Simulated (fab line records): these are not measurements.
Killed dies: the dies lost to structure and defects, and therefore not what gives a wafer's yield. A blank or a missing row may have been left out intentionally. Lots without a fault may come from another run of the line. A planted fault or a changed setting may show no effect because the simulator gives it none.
Matching of chambers + flow sky130 + rieDiel-02 running SKY_VIA3_ETCH_14: 4 sister chambers
The step etches BARC in N2/H2, stops on SiO2, time 45.9 s, target depth 60 nm. 18 wafers are shown with their chamber, then 9 later ones without.

WAFERS WITH THEIR CHAMBER
| wafer  | chamber | drypumpMotorCurrentA (A) | h2FlowSccm (sccm) | oesProductAu (a.u.) |
|--------|---------|--------------------------|-------------------|---------------------|
| L078.4 | 0       | 6.2                      | 199.2             | 0.854               |
| L078.5 | 3       | 5.2                      | 200.3             | 0.852               |
| L078.6 | 2       | 6.1                      | 198.7             | 0.859               |
| L079.1 | 1       | 5.4                      | 200.5             | 0.859               |
| L079.4 | 2       | 6.1                      | 199.6             | 0.862               |
| L079.5 | 3       | 5.2                      | 199.7             | 0.850               |
| L081.2 | 3       | 5.2                      | 199.7             | 0.844               |
| L081.4 | 3       | 5.2                      | 200.5             | 0.854               |
| L081.6 | 2       | 6.0                      | 199.0             | 0.857               |
| L083.1 | 0       | 6.2                      | 199.9             | 0.847               |
| L083.2 | 1       | 5.4                      | 199.3             | 0.857               |
| L083.5 | 0       | 6.2                      | 200.0             | 0.846               |
| L088.2 | 3       | 5.2                      | 200.6             | 0.858               |
| L088.4 | 0       | 6.2                      | 199.9             | 0.860               |
| L088.5 | 3       | 5.2                      | 199.3             | 0.858               |
| L089.1 | 2       | 6.1                      | 201.1             | 0.846               |
| L089.2 | 3       | 5.2                      | 200.0             | 0.854               |
| L089.4 | 1       | 5.4                      | 199.0             | 0.846               |

SIGNATURES, as means of the wafers listed above
| reading              | chamber 0 | chamber 1 | chamber 2 | chamber 3 | scatter within a chamber |
|----------------------|-----------|-----------|-----------|-----------|--------------------------|
| drypumpMotorCurrentA | 6.200     | 5.400     | 6.075     | 5.200     | 0.0231                   |
| h2FlowSccm           | 199.750   | 199.600   | 199.600   | 200.014   | 0.679                    |
| oesProductAu         | 0.85175   | 0.85400   | 0.85600   | 0.85286   | 0.00607                  |
Rule: a wafer's distance from a chamber is the root of the sum, over the readings, of the square of ((its reading less the chamber's mean) divided by the reading's scatter). The wafer belongs to the nearest chamber; if the next one is less than 2 further off, it can't be placed. The scatter is the square root of a quotient: the sum, over the shown wafers, of each reading's squared deviation from its chamber's mean, divided by wafers minus chambers.

WAFERS MISSING THEIR CHAMBER
| wafer  | drypumpMotorCurrentA (A) | h2FlowSccm (sccm) | oesProductAu (a.u.) |
|--------|--------------------------|-------------------|---------------------|
| L092.1 | 5.2                      | 200.3             | 0.857               |
| L092.4 | 5.4                      | 200.2             | 0.856               |
| L092.5 | 5.4                      | 200.0             | 0.854               |
| L095.1 | 5.4                      | 199.3             | 0.851               |
| L095.3 | 6.1                      | 201.5             | 0.850               |
| L095.5 | 6.2                      | 200.6             | 0.851               |
| L096.2 | 6.2                      | 199.3             | 0.853               |
| L096.3 | 5.4                      | 200.3             | 0.852               |
| L096.5 | 5.2                      | 199.0             | 0.854               |

WHICH CHAMBER EACH ONE RAN IN
| wafer  | from the rows above     | in truth |
|--------|-------------------------|----------|
| L092.1 | 3                       | 3        |
| L092.4 | 1                       | 1        |
| L092.5 | 1                       | 1        |
| L095.1 | 1                       | 1        |
| L095.3 | can't be placed: 2 or 0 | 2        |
| L095.5 | 0                       | 0        |
| L096.2 | 0                       | 0        |
| L096.3 | 1                       | 1        |
| L096.5 | 3                       | 3        |
Placed correctly: 8 of 9. Cannot be placed on the basis of these rows: 1; the candidates contain the true chamber in 1. Placed wrongly: 0.
